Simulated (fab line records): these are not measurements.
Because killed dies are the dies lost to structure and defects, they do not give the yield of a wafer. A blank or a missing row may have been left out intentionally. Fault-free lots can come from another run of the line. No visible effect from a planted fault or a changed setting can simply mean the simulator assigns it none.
Which tool is to blame?    flow gf180mcu    10 lots, 30 wafers sampled, at 5 steps of a route of 602

== WHAT THE GAUGES READ, wafer by wafer ==
GF_V4_BOW_MEAS_05.
lot   measured      on             V4_BOW (um)
L660  day 23 04:08  film-metro-03  132 126 141
L661  day 23 18:41  film-metro-01  131 134 136
L662  day 24 09:56  film-metro-03  128 136 141
L664  day 24 13:08  film-metro-03  153 142 152
L667  day 25 23:52  film-metro-02  156 145 142
L669  day 26 09:41  film-metro-03  143 153 146
L675  day 28 07:59  film-metro-02  135 145 133
L680  day 29 22:07  film-metro-03  146 134 146
L681  day 30 06:43  film-metro-03  136 132 135
L683  day 30 15:47  film-metro-03  140 135 147

GF_V4_RS_MEAS_24: measurement is done with a four-point probe.
lot   measured      on             V4_W_RS (ohm/sq)
L660  day 24 03:19  film-metro-01  0.334 0.327 0.328
L661  day 24 18:10  film-metro-01  0.325 0.324 0.323
L662  day 25 09:20  film-metro-03  0.331 0.333 0.333
L664  day 25 12:16  film-metro-02  0.325 0.325 0.328
L667  day 26 22:25  film-metro-02  0.327 0.323 0.326
L669  day 27 08:14  film-metro-01  0.325 0.328 0.330
L675  day 29 04:06  film-metro-03  0.332 0.330 0.331
L680  day 30 16:40  film-metro-01  0.460 0.328 0.454 0.460 0.327 0.454
L681  day 31 01:10  film-metro-03  0.459 0.462 0.324 0.459 0.462 0.325
L683  day 31 11:27  film-metro-03  0.326 0.331 0.330

GF_V4_THK_MEAS_25: measures by xrf.
lot   measured      on             V4_W_THK (nm)
L660  day 24 03:26  film-metro-01  352 362 362
L661  day 24 18:16  film-metro-01  364 366 364
L662  day 25 09:27  film-metro-03  345 345 344
L664  day 25 12:22  film-metro-02  359 361 355
L667  day 26 22:31  film-metro-02  358 364 358
L669  day 27 08:21  film-metro-01  360 355 356
L675  day 29 04:13  film-metro-03  341 346 342
L680  day 30 23:08  film-metro-01  256 363 259 255 360 259
L681  day 31 02:56  film-metro-03  251 250 356 252 250 355
L683  day 31 11:33  film-metro-03  355 348 351

== WHICH TOOL RAN EACH LOT (tool, then ch and the chambers of the sampled wafers, then the start) ==
lot   GF_V4_ETCH_17                                  GF_V4_CVD_23
L660  rie-diel-04 ch 2,3, day 24 03:13 or earlier    cvd-w-02 ch 0,1, day 24 03:13
L661  rie-diel-01 ch 1,2, day 24 18:04 or earlier    cvd-w-02 ch 0,1, day 24 18:04
L662  rie-diel-03 ch 0,1,2, day 25 09:13 or earlier  cvd-w-02 ch 0,1, day 25 09:13
L664  rie-diel-03 ch 0,1,3, day 25 12:09 or earlier  cvd-w-01 ch 0,1, day 25 12:09
L667  rie-diel-01 ch 0,1,3, day 26 22:17 or earlier  cvd-w-01 ch 0,1, day 26 22:17
L669  rie-diel-03 ch 0,2,3, day 27 08:01 or earlier  cvd-w-02 ch 0, day 27 08:01
L675  rie-diel-04 ch 1,3, day 29 03:58 or earlier    cvd-w-02 ch 0,1, day 29 03:58
L680  rie-diel-04 ch 1,2, day 30 16:33 or earlier    cvd-w-01 ch 0,1, day 30 16:33
L681  rie-diel-01 ch 0,3, day 31 01:04 or earlier    cvd-w-01 ch 0,1, day 31 01:04
L683  rie-diel-01 ch 0,1,2, day 31 11:20 or earlier  cvd-w-02 ch 0,1, day 31 11:20
- GF_V4_ETCH_17: etches SiO2 in C4F8/O2/Ar, stops on TiN, target depth 630 nm.
- GF_V4_CVD_23: deposits W, target thk 350 nm, time 104.9 s.

== AS READ BY THE TOOLS THEMSELVES (means over the sampled wafers that have a number; for cases with no such wafer, the mark the record gives instead) ==
GF_V4_ETCH_17.
lot   tool         oes-product-au (a.u.)
L660  rie-diel-04  0.858
L661  rie-diel-01  0.857
L662  rie-diel-03  0.859
L664  rie-diel-03  0.851
L667  rie-diel-01  0.858
L669  rie-diel-03  0.851
L675  rie-diel-04  0.854
L680  rie-diel-04  0.857
L681  rie-diel-01  0.854
L683  rie-diel-01  0.857

GF_V4_CVD_23.
lot   tool      heater-power-w (W)
L660  cvd-w-02  920
L661  cvd-w-02  932
L662  cvd-w-02  915
L664  cvd-w-01  927
L667  cvd-w-01  949
L669  cvd-w-02  925
L675  cvd-w-02  913
L680  cvd-w-01  901
L681  cvd-w-01  912
L683  cvd-w-02  942

== THE ANSWER, worked out from the rows above alone ==
Rule: what is usual is taken from the lots themselves. The widest of any qualifying gaps counts: lots, ordered by their means at a reading, are off when they make up no more than a third of the lots, leave a main group of 4 or more, and stand apart from it by 3 or more times the standard deviation of that group's means. If all means in a main group match to the digits the tables above print for the reading, that group is not used. Also off: a lot with no number at a reading for which 4 or more lots have one. Any other lot the step has rows for is counted as sound. The gauges are gone through in route order, then the tools' own readings, and for those a lot's mean is taken as printed above. At the first step where some lot is off, the reading lying furthest off is the one used; lots without a number count as furthest.
Off: L680, L681, at GF_V4_RS_MEAS_24 (V4_W_RS). The main group has a mean of 0.328 ohm/sq with a standard deviation of 0.0027.
A tool fits if, at a process step before that reading, it ran every lot that is off, and no sound lot after the first of them. The gauges at GF_V4_RS_MEAS_24 are tried like those tools. With no start given for some of its lots, GF_V4_ETCH_17 uses the hours and lot order of GF_V4_CVD_23. One fits: cvd-w-01 at GF_V4_CVD_23. Its last sound lot is L667 (day 26 22:17), its first lot that is off L680 (day 30 16:33): a fault that began between those two fits.

== WHAT HAD BEEN PUT IN BY THE SIMULATOR ==
cvd-w-01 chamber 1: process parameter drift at GF_V4_CVD_23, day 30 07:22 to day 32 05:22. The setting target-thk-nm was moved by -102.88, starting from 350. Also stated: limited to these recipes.
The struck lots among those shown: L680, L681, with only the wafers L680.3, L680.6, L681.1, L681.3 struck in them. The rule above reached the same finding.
